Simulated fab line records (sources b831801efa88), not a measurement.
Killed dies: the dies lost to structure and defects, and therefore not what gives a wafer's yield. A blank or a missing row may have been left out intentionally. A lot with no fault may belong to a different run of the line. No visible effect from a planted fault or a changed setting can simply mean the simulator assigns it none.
2 desks, one fault | flow gf180mcu | each desk holds nothing but its own numbers, with what lay behind them at the end

METROLOGY DESK
Lot by lot, what the gauges showed, no matter which tool ran the lot: averages of those sampled wafers that carry a number. If a lot's mean is further than 4 standard deviations from the usual mean, the lot is out of limits and carries the mark OUT (the distance appears in the brackets).
Columns: A = cd_nm at GF_NSD_CD_MEAS_07, usual 399.1 nm; B = SAB_CVD_00_THK at GF_SAB_THK_MEAS_01, usual 50.0 nm; C = cd_nm at GF_CONTACT_CD_MEAS_14, usual 219.8 nm
lot  | first seen here | A     | B    | C
L966 | day 13 08:41    | 397.4 | 49.7 | 222.2
L967 | day 13 16:03    | 398.9 | 50.7 | 218.4
L969 | day 14 07:27    | 398.7 | 49.6 | 220.0
L971 | day 14 23:32    | 394.9 | 50.4 | 219.3
L973 | day 15 20:29    | 397.5 | 50.1 | 219.9
L974 | day 16 00:41    | 399.3 | 49.9 | 219.0
L978 | day 17 12:29    | 399.9 | 48.7 | 219.1
L979 | day 17 15:43    | 400.6 | 50.3 | 244.4 (+18) OUT
L980 | day 18 02:30    | 397.5 | 49.6 | 243.7 (+17) OUT
L982 | day 18 12:55    | 398.1 | 50.0 | 240.9 (+15) OUT
L984 | day 19 05:05    | 398.0 | 49.6 | 218.4
L986 | day 19 18:39    | 398.8 | 50.0 | 221.2
L988 | day 20 13:43    | 402.3 | 50.6 | 219.6
L989 | day 20 18:07    | 403.2 | 50.5 | 219.0
This desk's finding: out of limits on L979, L980, L982; first on L979, day 20 19:50 (cd_nm at GF_CONTACT_CD_MEAS_14). L966, L967, L969, L971, L973, L974, L978, L984, L986, L988, L989: within limits.

FOR THE TOOL OWNER'S DESK: litho_track-03
At GF_CONTACT_SOFTBAKE_10 (time 60 s), the tool's own readings, given per lot that ran on this tool as the mean of the sampled wafers with a number. If a lot's mean is further than 4 standard deviations from the usual mean, the lot is out of limits and carries the mark OUT (the distance appears in the brackets).
Columns: A = heater_power_total_W at GF_CONTACT_SOFTBAKE_10, usual 93.05 W; B = plate_temp_C at GF_CONTACT_SOFTBAKE_10, usual 130.01 C
lot  | first seen here | A                       | B
L967 | day 15 22:00    | 93.10                   | 130.16
L969 | day 16 14:00    | 93.03                   | 130.04
L978 | day 20 03:00    | 93.10                   | 130.01
L979 | day 20 07:00    | 99.70 (+99 or more) OUT | 137.21 (+60) OUT
L980 | day 20 19:00    | 99.79 (+99 or more) OUT | 137.14 (+59) OUT
L982 | day 21 05:00    | 99.75 (+99 or more) OUT | 137.27 (+61) OUT
This desk's finding: out of limits on L979, L980, L982; first on L979, day 20 07:00 (heater_power_total_W at GF_CONTACT_SOFTBAKE_10). L967, L969, L978: within limits.

TAKEN TOGETHER
On L979, L980, L982, at day 20 07:00, an alarm was possible from the tool owner's desk.
The metrology desk could have raised an alarm at day 20 19:50, on L979, L980, L982.
Of the lots named, all ran GF_CONTACT_SOFTBAKE_10 on litho_track-03.

WHAT THE SIMULATOR HAD INSERTED
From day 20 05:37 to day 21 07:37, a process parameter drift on litho_track-03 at GF_CONTACT_SOFTBAKE_10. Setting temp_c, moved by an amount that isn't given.
Lots struck among those shown: L979, L980, L982.
Delay (hours) between the fault's onset and each desk's first out-of-limits reading: 1 at the tool owner's desk, 14 at the metrology desk.
